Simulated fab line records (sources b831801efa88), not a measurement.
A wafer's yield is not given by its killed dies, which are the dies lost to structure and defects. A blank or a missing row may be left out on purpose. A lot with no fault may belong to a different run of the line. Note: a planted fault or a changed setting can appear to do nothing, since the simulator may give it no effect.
fab line records | flow sky130
record: lots: 5 wafers: 15 last_day: 51
route steps=708 shown RES_PROTECT@212 POLY_GATE@213 PAD_OPEN@708
lots that met no fault: taken from a fault-free run of the same line
start_h: start of the lot's first displayed wafer, in hours after the record's first day | wait_h: time in hours since the lot's previous step | " unchanged from the row above | L1.1+2: a row that stands for several wafers | - no value present, or no start provided | * or withheld: withheld | < > ~ a bound
route shown NAME@n: a module of which the file shows steps, and the number in the route of the first | usual: mean/standard deviation of fault-free wafers | same: alike in all rows | chamber/n: place in a boat | sites: each site's reading | _std_site: the standard deviation of these | _edge_site: inner sites' mean taken away from outer sites' mean | radius_mm: how far each site lies from the wafer's centre | mask NAME#n: copy n | behind: the tool/chamber that last shaped the wafer | hold: reason for holding the lot/hours on hold/outcome of the hold | device: the transistor (n, p or np) that didn't switch | end of line: the route-end tests of the same wafers | a step without rows: its recipe alone | killed: dies lost to structure and defects at the first sort, not the wafer's yield | map: shows each die of a wafer: x if killed, . if not, _ if none is there
set.NAME: setting as actually run; set.NAME@STEP: the setting as run at that earlier step | model.NAME: the simulator's own value behind a step, which no gauge read
lots at selected steps of the route; one table per step, one row per wafer
services: a tool's chamber out of use, with start hour (start_h, from the record's first day; less than 0 if before it), hours out, and reason
== steps ==
step: SKY_RES_PROTECT_DEVELOP_06
recipe: resist: NOVOLAK developer: TMAH develop_time_s: 60 dev_temp_c: 23
step: SKY_POLY_GATE_IMPLANT_02
recipe: species: P energy_kev: 30 dose_cm2: 7.7e+15 tilt_deg: 0
step: SKY_RES_PROTECT_STRIP_07
recipe: chemistry: O2/N2 power_w: 1400 pressure_mtorr: 1500 platen_temp_c: withheld o2_flow_sccm: 3000 n2_flow_sccm: 300 overash_fraction: 0.5
usual: drypump_motor_current_A: 5.6/0.43 oes_product_au: 0.517/0.0046 strip_time_to_endpoint_s: 23.29/0.045
same: overash_fraction: 0.5
columns lot.wafer tool chamber start_h wait_h drypump_motor_current_A oes_product_au rf_hours_counter_h strip_time_to_endpoint_s
L159.1 plasma_asher-01 0 388.00 0.1 5.0 0.520 69 23.35
L159.4 " 0 " " 5.0 0.520 - 23.41
L159.5 " 0 " " 5.0 0.516 - 23.39
L170.1 plasma_asher-01 1 480.80 0.1 5.7 0.514 79 23.34
L170.5 " 0 " " 5.0 0.509 - 23.34
L170.6 " 1 " " 5.7 0.520 - 23.33
L171.2 plasma_asher-01 0 484.75 0.1 5.0 0.521 80 23.24
L171.5 " 1 " " 5.7 0.518 - 23.25
L171.6 " 0 " " 5.0 0.522 - 23.28
L177.1 plasma_asher-01 1 542.40 0.1 5.7 0.512 85 23.24
L177.3 " 1 " " 5.7 0.513 - 23.27
L177.4 " 0 " " 5.0 0.506 - 23.26
L178.1 plasma_asher-01 1 546.35 0.1 5.7 0.524 86 23.38
L178.2 " 0 " " 5.0 0.506 86 23.39
L178.3 " 1 " " 5.7 0.523 - 23.34
step: SKY_RES_PROTECT_TW_MEAS_08
usual: POLY_GATE_TW: 4027/43
columns lot.wafer tool chamber start_h wait_h POLY_GATE_TW
L159.1 film_metro-04 - 388.10 0.1 4086
L159.4 " - " " 4085
L159.5 " - " " 4060
L170.1 film_metro-03 - 480.90 0.1 3963
L170.5 " - " " 3947
L170.6 " - " " 3980
L171.2 film_metro-04 - 484.86 0.1 4077
L171.5 " - " " 4061
L171.6 " - " " 4041
L177.1 film_metro-01 - 542.50 0.1 4035
L177.3 " - " " 4052
L177.4 " - " " 4002
L178.1 film_metro-01 - 546.45 0.1 4033
L178.2 " - " " 4031
L178.3 " - " " 4021
step: SKY_RES_PROTECT_CLEAN_09
recipe: chemistry: SC1/SC2 mix: 1:4:20 temp_c: 70 time_s: 150 dry: n2_spin
step: SKY_POLY_GATE_CVD_03
recipe: material: Si3N4 precursor: DCS/NH3 target_thk_nm: 75 temp_c: 770 time_s: 1290 pressure_mtorr: 250
step: SKY_POLY_GATE_THK_MEAS_04
recipe: reads: Si3N4_of_POLY_GATE_CVD_03
usual: POLY_GATE_CVD_03_THK: 74.8/0.66
columns lot.wafer tool chamber start_h wait_h POLY_GATE_CVD_03_THK[nm]
L159.1 film_metro-04 - 390.63 0.0 75.5
L159.4 " - " " 75.1
L159.5 " - " " 75.1
L170.1 film_metro-04 - 482.37 0.0 74.7
L170.5 " - " " 75.4
L170.6 " - " " 75.1
L171.2 film_metro-04 - 486.33 0.0 74.7
L171.5 " - " " 74.9
L171.6 " - " " 74.5
L177.1 film_metro-03 - 543.97 0.0 75.3
L177.3 " - " " 75.7
L177.4 " - " " 75.7
L178.1 film_metro-03 - 547.97 0.0 74.1
L178.2 " - " " 74.2
L178.3 " - " " 74.4
step: SKY_POLY_GATE_DEHYDRATE_05
recipe: temp_c: 200 time_s: 60
step: SKY_POLY_GATE_HMDS_06
recipe: prime_time_s: 60 prime_temp_c: 120
step: SKY_POLY_GATE_COAT_07
recipe: resist: BARC temp_c: withheld time_s: withheld spin_rpm: 3000 resist_thk_nm: 110
step: SKY_POLY_GATE_COAT_08
recipe: resist: KrF-thick spin_rpm: 3000 resist_thk_nm: 450
step: SKY_POLY_GATE_SOFTBAKE_09
recipe: temp_c: 100 time_s: 90 resist: KrF-thick
step: SKY_POLY_GATE_EXPOSE_10
recipe: mask_id: P1M na: 0.68 source_shape: conventional sigma_outer: 0.6 target_cd_nm: 150 dose_mj: 28
columns lot.wafer tool chamber start_h wait_h mask
L159.1+4+5 krf_scanner-01 0 405.87 - P1M#0
L170.1+5+6 krf_scanner-01 0 498.60 - P1M#0
L171.2+5+6 krf_scanner-01 0 501.95 - P1M_R1#0
L177.1+3+4 krf_scanner-02 0 559.05 - P1M#0
L178.1+2+3 krf_scanner-02 0 563.80 - P1M#0
step: SKY_POLY_GATE_PEB_11
recipe: peb_temp_c: withheld peb_time_s: withheld resist: KrF-thick
step: SKY_POLY_GATE_DEVELOP_12
recipe: develop_time_s: 60 resist: KrF-thick dev_temp_c: 21
step: SKY_POLY_GATE_CD_MEAS_13
recipe: target_cd_nm: 150
usual: cd_nm: 149.9/1.5
columns lot.wafer tool chamber start_h wait_h cd_nm
L159.1 cd_sem-01 - 420.98 - 153.7
L159.4 " - " " 153.6
L159.5 " - " " 152.6
L170.1 cd_sem-01 - 513.68 - 147.0
L170.5 " - " " 149.7
L170.6 " - " " 147.8
L171.2 cd_sem-01 - 517.12 - 172.1
L171.5 " - " " 170.7
L171.6 " - " " 171.9
L177.1 cd_sem-02 - 574.28 - 149.7
L177.3 " - " " 150.5
L177.4 " - " " 150.1
L178.1 cd_sem-02 - 578.55 - 148.7
L178.2 " - " " 148.8
L178.3 " - " " 149.1
step: SKY_POLY_GATE_OVL_MEAS_14
usual: POLY_GATE_OVL: 5/4.9
columns lot.wafer tool chamber start_h wait_h POLY_GATE_OVL[nm]
L159.1 overlay-02 - 421.10 0.1 -2
L159.4 " - " " 1
L159.5 " - " " 2
L170.1 overlay-02 - 513.80 0.1 4
L170.5 " - " " 5
L170.6 " - " " 6
L171.2 overlay-02 - 517.22 0.1 -6
L171.5 " - " " -2
L171.6 " - " " -1
L177.1 overlay-01 - 574.40 0.1 -4
L177.3 " - " " -3
L177.4 " - " " 3
L178.1 overlay-02 - 578.67 0.1 4
L178.2 " - " " 7
L178.3 " - " " 3
step: SKY_POLY_GATE_ETCH_15
recipe: chemistry: N2/H2 target: BARC ion_energy_ev: 200 source_w: 500 bias_w: 100 pressure_mtorr: 30 n2_flow_sccm: 100 h2_flow_sccm: 200 stop_on: SiO2 time_s: 118.5 target_depth_a: 1100
usual: drypump_motor_current_A: 5.7/0.34 oes_product_au: 0.716/0.0051 throttle_valve_pct: 13.213/0.0089
columns lot.wafer tool chamber start_h wait_h drypump_motor_current_A oes_product_au rf_hours_counter_h throttle_valve_pct model.POLY_GATE.cd_nm
L159.1 rie_diel-03 3 421.14 0.0 6.4 0.710 78 13.204 150.9
L159.4 " 2 " " 5.2 0.718 62 13.205 154.5
L159.5 " 1 " " 5.8 0.710 - 13.210 154.5
L170.1 rie_diel-01 0 513.84 0.0 6.2 0.723 48 13.210 147.7
L170.5 " 3 " " 5.7 0.719 - 13.202 153.1
L170.6 " 0 " " 6.2 0.720 - 13.216 149.1
L171.2 rie_diel-04 1 517.25 0.0 5.8 0.721 69 13.213 172.6
L171.5 " 0 " " 5.5 0.715 - 13.210 167.8
L171.6 " 3 " " 5.6 0.719 - 13.204 171.5
L177.1 rie_diel-04 3 574.43 0.0 5.7 0.725 12 13.211 150.4
L177.3 " 1 " " 5.8 0.717 70 13.218 152.8
L177.4 " 2 " " 5.5 0.720 4 13.204 149.1
L178.1 rie_diel-03 3 578.70 0.0 6.4 0.712 0 13.203 147.8
L178.2 " 1 " " 5.8 0.713 2 13.210 149.3
L178.3 " 0 " " 5.7 0.726 9 13.219 148.8
step: SKY_POLY_GATE_ETCH_16
recipe: stop_on: poly-Si chemistry: CH3F/O2 target: Si3N4 source_w: 400 bias_w: 77.29 pressure_mtorr: 25 ch3f_flow_sccm: 40 O2_flow_sccm: 30 time_s: 147.5 target_depth_a: 750
usual: drypump_motor_current_A: 5.7/0.33 oes_product_au: 0.640/0.0052 throttle_valve_pct: 10.536/0.0099
columns lot.wafer tool chamber start_h wait_h drypump_motor_current_A oes_product_au rf_hours_counter_h throttle_valve_pct
L159.1 rie_diel-03 3 421.22 0.0 6.4 0.639 78 10.542
L159.4 " 2 " " 5.2 0.641 62 10.539
L159.5 " 1 " " 5.8 0.642 - 10.534
L170.1 rie_diel-01 0 513.92 0.0 6.1 0.636 48 10.538
L170.5 " 3 " " 5.7 0.642 - 10.531
L170.6 " 0 " " 6.2 0.642 - 10.536
L171.2 rie_diel-04 1 517.34 0.0 5.8 0.648 69 10.540
L171.5 " 0 " " 5.5 0.643 - 10.532
L171.6 " 3 " " 5.7 0.643 - 10.546
L177.1 rie_diel-04 3 574.52 0.0 5.7 0.636 12 10.533
L177.3 " 1 " " 5.7 0.645 70 10.529
L177.4 " 2 " " 5.5 0.641 4 10.539
L178.1 rie_diel-03 3 578.79 0.0 6.4 0.643 0 10.522
L178.2 " 1 " " 5.8 0.634 2 10.543
L178.3 " 0 " " 5.7 0.646 9 10.527
step: SKY_POLY_GATE_ETCH_17
recipe: target_depth_nm: 180 stop_on: SiO2 over_etch_frac: 0.56667 chemistry: HBr/Cl2 target: poly-Si icp_w: 400 bias_w: 100 pressure_mtorr: 10 HBr_flow_sccm: 150 Cl2_flow_sccm: 50 time_s: 70.5
usual: drypump_motor_current_A: 5.7/0.42 he_backside_leak_sccm: 2.68/0.24 oes_product_au: 0.988/0.007 throttle_valve_pct: 33.684/0.0092
columns lot.wafer tool chamber start_h wait_h drypump_motor_current_A he_backside_leak_sccm oes_product_au rf_hours_counter_h throttle_valve_pct model.POLY_GATE.cd_nm
L159.1 rie_si-02 0 421.32 0.0 6.3 2.99 0.985 1 33.674 151.8
L159.4 " 1 " " 6.1 2.55 0.994 34 33.692 156
L159.5 " 0 " " 6.3 2.92 0.994 - 33.683 155.1
L170.1 rie_si-01 3 514.02 0.0 5.7 2.73 0.994 40 33.687 148.1
L170.5 " 3 " " 5.7 2.61 0.999 - 33.687 153.5
L170.6 " 2 " " 5.9 2.44 0.997 - 33.679 148.1
L171.2 rie_si-02 1 517.43 0.0 6.1 2.57 0.982 35 33.690 173.2
L171.5 " 1 " " 6.1 2.61 0.994 - 33.678 168.1
L171.6 " 2 " " 5.0 2.89 0.980 - 33.683 171.5
L177.1 rie_si-02 0 574.62 0.0 6.3 2.77 0.994 2 33.681 151.8
L177.3 " 3 " " 5.0 2.57 0.986 3 33.672 153.5
L177.4 " 1 " " 6.1 2.60 1.000 35 33.705 150.1
L178.1 rie_si-01 0 578.88 0.0 5.4 3.22 0.986 3 33.682 150.1
L178.2 " 2 " " 5.9 2.37 0.996 7 33.692 149
L178.3 " 1 " " 5.8 2.52 0.996 24 33.702 149.7
step: SKY_POLY_GATE_STRIP_18
recipe: chemistry: O2/N2 power_w: 1400 pressure_mtorr: 1500 platen_temp_c: withheld o2_flow_sccm: 3000 n2_flow_sccm: 300 overash_fraction: 0.5
usual: drypump_motor_current_A: 5.6/0.35 oes_product_au: 0.361/0.0046 strip_time_to_endpoint_s: 3.16/0.037
same: overash_fraction: 0.5
columns lot.wafer tool chamber start_h wait_h drypump_motor_current_A oes_product_au rf_hours_counter_h strip_time_to_endpoint_s
L159.1 plasma_asher-03 1 421.39 0.0 5.6 0.357 59 3.19
L159.4 " 1 " " 5.6 0.368 - 3.14
L159.5 " 0 " " 5.7 0.363 - 3.15
L170.1 plasma_asher-01 1 514.07 0.0 5.7 0.355 82 3.14
L170.5 " 0 " " 5.0 0.364 - 3.15
L170.6 " 1 " " 5.7 0.354 - 3.20
L171.2 plasma_asher-01 1 517.49 0.0 5.7 0.360 83 3.14
L171.5 " 0 " " 5.0 0.365 - 3.22
L171.6 " 1 " " 5.7 0.362 - 3.17
L177.1 plasma_asher-03 1 574.67 0.0 5.6 0.365 76 3.11
L177.3 " 0 " " 5.7 0.356 - 3.11
L177.4 " 1 " " 5.6 0.369 - 3.09
L178.1 plasma_asher-01 1 578.94 0.0 5.7 0.355 89 3.18
L178.2 " 0 " " 5.0 0.353 89 3.09
L178.3 " 0 " " 5.0 0.361 - 3.14
step: SKY_PAD_OPEN_PROBE_99
usual: killed_at_M0_to_M3: 43/7.5 killed_at_M4_up: 3.2/1.9 killed_at_contacts: 24/5.6 killed_at_front_end: 15/4.8 killed_at_other: 0.2/0.54 killed_dies: 86/11 killed_on_rim: 17/3.6 killed_open: 47/7.6 killed_short: 39/7.1
same: gross_dies: 492 killed_at_back_side: 0
columns lot.wafer tool chamber start_h wait_h killed_at_M0_to_M3 killed_at_M4_up killed_at_contacts killed_at_front_end killed_at_other killed_dies killed_on_rim killed_open killed_short
L159.1 prober-02 - 1127.80 0.1 38 2 24 23 0 87 14 51 36
L159.4 prober-02 - 1127.95 0.2 47 2 34 14 0 97 18 56 41
L159.5 prober-02 - 1128.00 0.2 53 4 36 14 0 107 24 61 46
L170.1 prober-01 - 1180.75 0.1 51 1 22 11 0 85 17 45 40
L170.5 prober-01 - 1180.95 0.2 63 3 32 13 0 111 22 64 47
L170.6 prober-01 - 1181.00 0.2 60 2 26 10 0 98 17 48 50
L171.2 prober-02 - 1185.35 0.1 40 4 12 83 1 140 49 43 29
L171.5 prober-02 - 1185.50 0.2 45 1 21 26 0 93 25 50 27
L171.6 prober-02 - 1185.55 0.2 34 2 31 87 1 155 55 51 42
L177.1 prober-02 - 1215.01 0.1 42 0 31 20 0 93 22 44 49
L177.3 prober-02 - 1215.11 0.2 41 1 18 13 0 73 9 40 33
L177.4 prober-02 - 1215.16 0.2 39 6 22 19 0 86 15 49 37
L178.1 prober-01 - 1219.38 0.1 42 6 20 12 0 80 13 49 31
L178.2 prober-01 - 1219.43 0.1 32 4 15 8 0 59 11 37 22
L178.3 prober-01 - 1219.48 0.2 39 1 19 13 0 72 13 40 32
killed by level:class
L159.1 CONTACT:geometric_particle:open=12 VIA2:geometric_particle:open=9 FIELD_ISO:geometric_particle:short=8 LI_CONTACT:geometric_particle:open=7 METAL2:geometric_particle:short=7 POLY_GATE:geometric_particle:open=5 METAL1:geometric_particle:short=5 VIA1:geometric_particle:open=5
L159.4 VIA1:geometric_particle:open=14 LI_CONTACT:geometric_particle:open=12 CONTACT:geometric_particle:open=11 VIA1:geometric_particle:short=7 METAL1:geometric_particle:short=5 VIA2:geometric_particle:open=5 FIELD_ISO:geometric_particle:open=4 CONTACT:geometric_particle:short=4
L159.5 CONTACT:geometric_particle:open=17 METAL1:geometric_particle:short=8 VIA2:geometric_particle:open=8 VIA3:geometric_particle:open=7 LI_CONTACT:geometric_particle:open=6 VIA1:geometric_particle:open=6 METAL2:geometric_particle:short=6 FIELD_ISO:geometric_particle:open=5
L170.1 VIA1:geometric_particle:open=12 METAL1:geometric_particle:short=9 LOCAL_INTERCONNECT:geometric_particle:short=6 CONTACT:geometric_particle:open=6 LI_CONTACT:geometric_particle:open=6 VIA2:geometric_particle:open=6 VIA3:geometric_particle:short=6 VIA2:geometric_particle:short=4
L170.5 CONTACT:geometric_particle:open=14 VIA1:geometric_particle:open=13 VIA2:geometric_particle:open=10 VIA3:geometric_particle:open=9 METAL1:geometric_particle:short=7 LI_CONTACT:geometric_particle:open=7 METAL2:geometric_particle:short=5 VIA3:geometric_particle:short=5
L170.6 VIA1:geometric_particle:open=12 LI_CONTACT:geometric_particle:open=8 VIA2:geometric_particle:short=8 METAL2:geometric_particle:short=8 METAL1:geometric_particle:short=7 LOCAL_INTERCONNECT:geometric_particle:short=6 VIA3:geometric_particle:open=6 FIELD_ISO:geometric_particle:open=5
L171.2 POLY_GATE:area_expose=68 VIA1:geometric_particle:open=14 VIA2:geometric_particle:open=9 METAL1:geometric_particle:short=6 LI_CONTACT:geometric_particle:open=5 FIELD_ISO:geometric_particle:short=4 METAL2:geometric_particle:short=4 VIA3:geometric_particle:open=4
L171.5 POLY_GATE:area_expose=16 VIA2:geometric_particle:open=9 CONTACT:geometric_particle:open=8 VIA1:geometric_particle:open=8 LI_CONTACT:geometric_particle:open=7 METAL1:geometric_particle:short=7 METAL2:geometric_particle:short=7 VIA3:geometric_particle:open=6
L171.6 POLY_GATE:area_expose=62 CONTACT:geometric_particle:open=10 VIA1:geometric_particle:open=9 FIELD_ISO:geometric_particle:short=7 FIELD_ISO:geometric_particle:open=7 POLY_GATE:geometric_particle:short=5 LI_CONTACT:geometric_particle:short=5 LI_CONTACT:geometric_particle:open=5
L177.1 CONTACT:geometric_particle:short=9 VIA2:geometric_particle:open=8 POLY_GATE:geometric_particle:short=7 LI_CONTACT:geometric_particle:open=7 VIA1:geometric_particle:open=6 POLY_GATE:geometric_particle:open=5 LI_CONTACT:geometric_particle:short=5 CONTACT:geometric_particle:open=5
L177.3 VIA1:geometric_particle:open=9 VIA3:geometric_particle:open=8 CONTACT:geometric_particle:open=6 METAL2:geometric_particle:short=5 FIELD_ISO:geometric_particle:short=4 LI_CONTACT:geometric_particle:short=4 CONTACT:geometric_particle:short=4 VIA2:geometric_particle:open=4
L177.4 CONTACT:geometric_particle:open=13 VIA1:geometric_particle:open=8 METAL2:geometric_particle:short=6 FIELD_ISO:geometric_particle:short=4 POLY_GATE:geometric_particle:open=4 POLY_GATE:geometric_particle:short=4 CONTACT:geometric_particle:short=4 VIA2:geometric_particle:short=4
L178.1 VIA1:geometric_particle:open=11 FIELD_ISO:geometric_particle:open=6 VIA2:geometric_particle:open=6 LI_CONTACT:geometric_particle:open=6 LOCAL_INTERCONNECT:geometric_particle:short=5 CONTACT:geometric_particle:open=5 METAL2:geometric_particle:short=4 METAL4:geometric_particle:short=4
L178.2 VIA1:geometric_particle:open=11 LI_CONTACT:geometric_particle:open=7 VIA2:geometric_particle:open=5 VIA3:geometric_particle:open=5 FIELD_ISO:geometric_particle:short=3 FIELD_ISO:geometric_particle:open=3 LOCAL_INTERCONNECT:geometric_particle:short=3 CONTACT:geometric_particle:open=3
L178.3 VIA1:geometric_particle:open=11 CONTACT:geometric_particle:open=7 METAL1:geometric_particle:short=5 VIA2:geometric_particle:open=5 METAL2:geometric_particle:short=5 POLY_GATE:geometric_particle:short=4 LI_CONTACT:geometric_particle:open=4 POLY_GATE:geometric_particle:open=3
map L171.6 (x killed, . not)
__________xx.xxxxxxx_________
________..x.xxx..xxxx._______
______x.x...xxx.xx.x..xx_____
_____..........xx...x..xx____
____......x.....x..xx.....___
___xx...............x.....x__
__...x.....x.....x...x.xx..._
_x.xx....x.......x........x.x
_x.xxx....x...........xx..x.x
_...x..x.x....xx...x.x.....xx
_xx...x.x......x...........xx
_x.........x............xxx.x
_.xx....x...........x...x.x.x
_xx........xx.x..x.x.....x..x
_x.x...x...x....x.......xxx.x
__xx..x.x........x...x...xx._
___x....xxx...x.........x.x__
____x..x...x.x.....x...x..___
_____.....x.....x.......x____
______xx.xx....xx...x.x._____
________x...xx.x.x.xx._______
__________xxxx.xxx.._________
map L159.5 (x killed, . not)
__________x..x......_________
________..x..x.x.x..xx_______
______.........x.....x.._____
_____x..x......xxx.......____
____..........x.....x.....___
___x......x...x.........x..__
__x........x....x.xx.......x_
_..xx....x....x...x.x......x.
_x....x...........x.x......x.
_.x..x...x.........x........x
_..x....x...x......x.....xx..
_.x...x.................x.x..
_.....x.......x.x......x.....
_..........x....x..xx.....xx.
_.........x.......x.........x
__......xx.........xxx.x...._
___xx.xx....x.x..xx..x.xx..__
____.x.xx.........x.....xx___
_____.....xx.x.x..x....x.____
______....x.x......x.x.._____
________...xxx....x..._______
__________x....x.x.._________
== services ==
columns tool chamber start_h hours kind
rie_si-02 2 366.04 7.6 repair
krf_scanner-02 - 370.05 4.4 pm
krf_scanner-01 - 376.44 1.0 pm
rie_diel-01 - 379.59 2.8 pm
rie_diel-01 - 384.12 0.6 repair
rie_diel-04 - 386.40 28.1 pm
rie_si-02 - 393.28 2.8 pm
krf_scanner-02 - 400.83 0.6 repair
krf_scanner-02 - 408.40 1.3 pm
krf_scanner-02 - 416.37 0.4 repair
krf_scanner-01 - 417.92 1.3 pm
rie_diel-04 0 420.72 3.5 repair
rie_diel-03 3 424.36 3.6 repair
rie_diel-04 2 433.89 1.3 repair
rie_diel-04 3 437.60 5.9 repair
krf_scanner-02 - 444.19 1.0 pm
rie_si-02 - 448.65 0.9 repair
krf_scanner-01 - 456.59 0.7 repair
rie_diel-04 - 463.70 4.3 pm
plasma_asher-01 - 489.92 2.8 repair
krf_scanner-01 - 503.65 0.8 pm
rie_diel-03 - 509.82 14.6 pm
krf_scanner-01 - 545.44 1.0 pm
rie_si-02 0 566.83 3.9 repair
== key ==
first_sign: step: SKY_POLY_GATE_EXPOSE_10 reading: mask direction: changed
effect: step: SKY_POLY_GATE_CD_MEAS_13 reading: cd_nm direction: up sigmas: 15 usual: 149.9 struck: 171.6
effect: step: SKY_PAD_OPEN_PROBE_99 reading: killed_at_front_end direction: up sigmas: 11 usual: 15 struck: 65
model_effect: step: SKY_POLY_GATE_ETCH_15 value: POLY_GATE.cd_nm without: 148.6 struck: 170.6
model_effect: step: SKY_POLY_GATE_ETCH_17 value: POLY_GATE.cd_nm without: 148.9 struck: 170.9
more_kills_born_at: SKY_POLY_GATE_EXPOSE_10@krf_scanner-01: 146
met_at SKY_POLY_GATE_EXPOSE_10
struck_wafers L171.2,L171.5,L171.6
tester_left_out L171
onset_between 498.60 501.95
fault: kind: wrong_mask tool: any chamber: - onset_h: 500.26 steps: SKY_POLY_GATE_EXPOSE_10 aux_copy: P1M_R1#0 cd_offset_nm: 22 scope: struck_lots_only
tester_left_out: of these lots the tester's yield and bins aren't shown, on N5 and GAA mostly nor the transistor test; their killed dies are dies lost to structure and defects alone, not to doping, threshold or leakage, so they don't give the yield
